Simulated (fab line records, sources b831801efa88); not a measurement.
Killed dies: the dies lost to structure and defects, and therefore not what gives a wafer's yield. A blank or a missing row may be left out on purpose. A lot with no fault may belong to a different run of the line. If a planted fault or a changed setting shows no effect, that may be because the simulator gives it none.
Split-lot study | flow sfqLine | on a route of 325 steps: 5 lots, 23 wafers read

ON THE SPLIT
At SFQ_TRILAYER_I7_VIA_LITHO_COAT_187 (resist thk 650 nm), the setting resistThkNm was moved away from the recipe's 650 nm on 9 of the 23 wafers read, by -5.6% to +5.9%. For the rest of the wafers, this setting stayed at what the recipe calls for.

FROM THE SPLIT TO THE READING: what the file shows between them, 3 steps
- SFQ_TRILAYER_I7_VIA_LITHO_SOFTBAKE_191
- SFQ_TRILAYER_I7_VIA_LITHO_EXPOSE_188: exposes mask I7, target cd 1000 nm
- SFQ_TRILAYER_I7_VIA_BARC_OPEN_VIA_ETCH_260: etches BARC in O2, target depth 125 nm, time 41.7 s

THE READING
KrF_of_TRILAYER_I7_VIA_LITHO_COAT_187.thkNm (the simulator's own value, which no gauge read), in nm, at SFQ_TRILAYER_I7_VIA_ETCH_VIA_ETCH_190 (etches SiO2 in CHF3, stops on Nb, target depth 260 nm). No usual value for it is given in the file. Here, 14 wafers ran the recipe; their average is 529.5 nm with a standard deviation of 2.2 nm.

wafer  | tool, chamber at the split | resistThkNm as run, nm | against the recipe | KrF_of_TRILAYER_I7_VIA_LITHO_COAT_187.thkNm, nm | against lot-mates on the recipe
L078.4 | lithoTrack-04, 0           | 650                    | recipe             | 529.6                                           | -
L078.5 | lithoTrack-04, 0           | 650                    | recipe             | 532.9                                           | -
L078.6 | lithoTrack-04, 0           | 650                    | recipe             | 528.2                                           | -
L079.1 | lithoTrack-04, 0           | 619                    | -4.8%              | 497.7                                           | -32.8
L079.3 | lithoTrack-04, 0           | 619                    | -4.8%              | 503                                             | -27.5
L079.4 | lithoTrack-04, 0           | 650                    | recipe             | 528.2                                           | -
L079.5 | lithoTrack-04, 0           | 650                    | recipe             | 533.9                                           | -
L079.6 | lithoTrack-04, 0           | 650                    | recipe             | 529.4                                           | -
L080.1 | lithoTrack-01, 0           | 688.3                  | +5.9%              | 570.9                                           | +42.4
L080.2 | lithoTrack-01, 0           | 650                    | recipe             | 526.7                                           | -
L080.3 | lithoTrack-01, 0           | 650                    | recipe             | 529.6                                           | -
L080.4 | lithoTrack-01, 0           | 688.3                  | +5.9%              | 564.3                                           | +35.8
L080.6 | lithoTrack-01, 0           | 650                    | recipe             | 529.2                                           | -
L084.1 | lithoTrack-01, 0           | 613.3                  | -5.6%              | 491.3                                           | -35.4
L084.2 | lithoTrack-01, 0           | 650                    | recipe             | 526.8                                           | -
L084.4 | lithoTrack-01, 0           | 650                    | recipe             | 526.7                                           | -
L084.5 | lithoTrack-01, 0           | 613.3                  | -5.6%              | 489.8                                           | -36.9
L084.6 | lithoTrack-01, 0           | 613.3                  | -5.6%              | 490.7                                           | -36.1
L085.1 | lithoTrack-04, 0           | 666.8                  | +2.6%              | 544.9                                           | +14.1
L085.2 | lithoTrack-04, 0           | 650                    | recipe             | 528.9                                           | -
L085.3 | lithoTrack-04, 0           | 650                    | recipe             | 531.8                                           | -
L085.6 | lithoTrack-04, 0           | 650                    | recipe             | 531.8                                           | -
L085.5 | lithoTrack-04, 0           | 666.8                  | +2.6%              | 544.6                                           | +13.8

FIT RESULTS
A straight line over all 23 wafers: KrF_of_TRILAYER_I7_VIA_LITHO_COAT_187.thkNm changes by +6.53 nm for each +1% of resistThkNm; r = +0.99; the points scatter about the line by 2.5 nm.
The same after taking each lot's own level away (the mean of its wafers on the recipe; 23 wafers): +6.39 nm for each +1%; r = +0.99; scatter 2.1 nm.
On that fit, the largest move of resistThkNm shifts the reading by 38 nm.
Measured against the standard deviation above, the lots' own levels, which go from 526.75 to 530.83 nm, span 1.8 times it.
Consequently the slope shifts little with the lot-to-lot level, the two slopes agreeing.
Check: with one of the wafers moved furthest among these (+5.9%) left out of the fit, the line predicts +36.2 nm for it against its lot-mates. Against them it came out at +42.4 nm.

THE OTHER SPLITS THESE WAFERS WENT THROUGH
Note: prior to the reading, these wafers also went through further splits. Each is held against what the fit with the lots' levels taken away leaves over:
other split on the same wafers                     | wafers away from the commonest value | r with KrF_of_TRILAYER_I7_VIA_LITHO_COAT_187.thkNm (lot level and that fit taken away)
SFQ_TRILAYER_M6_BARC_OPEN_METAL_ETCH_206 icpW      | 7                                    | -0.13
SFQ_TRILAYER_I6_VIA_LITHO_COAT_174 spinRpm         | 11                                   | +0.09
SFQ_TRILAYER_I6_VIA_BARC_OPEN_VIA_ETCH_235 sourceW | 9                                    | +0.22
SFQ_TRILAYER_M7_DEP_SPUTTER_175 timeS              | 10                                   | +0.00
SFQ_TRILAYER_M7_LITHO_PEB_180 pebTimeS             | 7                                    | -0.01

THE WHOLE CHAIN: every reading that the file lists as answering this split, in the file's order
step                                  | what it does                                          | reading                                                                                      | change (the file's fit)              | r (the file's)
SFQ_TRILAYER_I7_VIA_LITHO_COAT_187    | resist thk 650 nm                                     | KrF_of_TRILAYER_I7_VIA_LITHO_COAT_187.thkNm (the simulator's own value, which no gauge read) | +6.28 nm for each +1% of the setting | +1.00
SFQ_TRILAYER_I7_VIA_ETCH_VIA_ETCH_190 | etches SiO2 in CHF3, stops on Nb, target depth 260 nm | KrF_of_TRILAYER_I7_VIA_LITHO_COAT_187.thkNm (the simulator's own value, which no gauge read) | +6.4 nm for each +1% of the setting  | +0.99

THE FILE'S OWN FIT
KrF_of_TRILAYER_I7_VIA_LITHO_COAT_187.thkNm changes by +6.4 nm for each +1% of resistThkNm, r = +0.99.
